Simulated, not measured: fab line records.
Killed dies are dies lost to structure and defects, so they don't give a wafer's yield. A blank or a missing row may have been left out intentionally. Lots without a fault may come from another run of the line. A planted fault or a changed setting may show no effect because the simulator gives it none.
One fault through the eyes of 2 desks + flow sky130 + only its own numbers are on each desk; what lay behind them is given at the end

## THE METROLOGY DESK
What the gauges read for every lot (on any tool): the sampled wafers with a number, averaged. If a lot's mean is further than 4 standard deviations from the usual mean, the lot is out of limits and carries the mark OUT (the distance appears in the brackets).
Columns: A = VT_ADJUST_LVTN_OVL at SKY_VT_ADJUST_LVTN_OVL_MEAS_07, usual -1.0 nm; B = VT_ADJUST_LVTN_TW at SKY_VT_ADJUST_LVTN_TW_MEAS_10, usual 240.1; C = VT_ADJUST_LVTN_01_OVL at SKY_VT_ADJUST_LVTN_OVL_MEAS_18, usual -0.1 nm
| lot  | first seen here | A    | B     | C    |
|------|-----------------|------|-------|------|
| L980 | day 8 11:01     | -1.4 | 243.0 | 0.0  |
| L982 | day 8 19:46     | 0.1  | 239.1 | -1.1 |
| L983 | day 9 03:38     | 0.2  | 244.0 | -0.5 |
| L984 | day 9 09:01     | -0.2 | 239.7 | 0.6  |
| L996 | day 12 12:54    | -2.3 | 242.7 | 1.4  |
| L997 | day 13 02:04    | -0.8 | 243.4 | -2.8 |
This desk found nothing out of limits on any of the 6 lots.

## DESK OF THE TOOL OWNER: litho_track-02
Per lot that ran on this tool, the mean of the sampled wafers carrying a number, from the tool's own readings at SKY_VT_ADJUST_LVTN_SOFTBAKE_14 (time 60 s). If a lot's mean is further than 4 standard deviations from the usual mean, the lot is out of limits and carries the mark OUT (the distance appears in the brackets).
Columns: A = chill_plate_temp_C at SKY_VT_ADJUST_LVTN_SOFTBAKE_14, usual 23.01 C; B = run_length_s at SKY_VT_ADJUST_LVTN_SOFTBAKE_14, usual 89.12 s
| lot  | first seen here | A     | B                |
|------|-----------------|-------|------------------|
| L982 | day 9 06:59     | 23.06 | 88.80            |
| L983 | day 9 14:03     | 22.98 | 108.53 (+78) OUT |
| L984 | day 9 18:44     | 23.06 | 108.49 (+77) OUT |
Finding of this desk: L983, L984 out of limits; the first was L983 at day 9 14:03, on run_length_s at SKY_VT_ADJUST_LVTN_SOFTBAKE_14. L982: within limits.

## BROUGHT TOGETHER
An alarm could have come from the tool owner's desk at day 9 14:03, on L983, L984.
From the metrology desk's view, nothing was out of limits.
The metrology desk holds a record of L983, L984, inside its limits.
The lots listed all ran SKY_VT_ADJUST_LVTN_SOFTBAKE_14 on litho_track-02.

## WHAT HAD BEEN PUT IN BY THE SIMULATOR
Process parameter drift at SKY_VT_ADJUST_LVTN_SOFTBAKE_14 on litho_track-02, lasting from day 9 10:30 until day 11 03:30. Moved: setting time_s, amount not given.
Shown lots that were struck: L983, L984.
How many hours passed from the start of the fault until each desk's first out-of-limits reading: the tool owner's desk, 4.
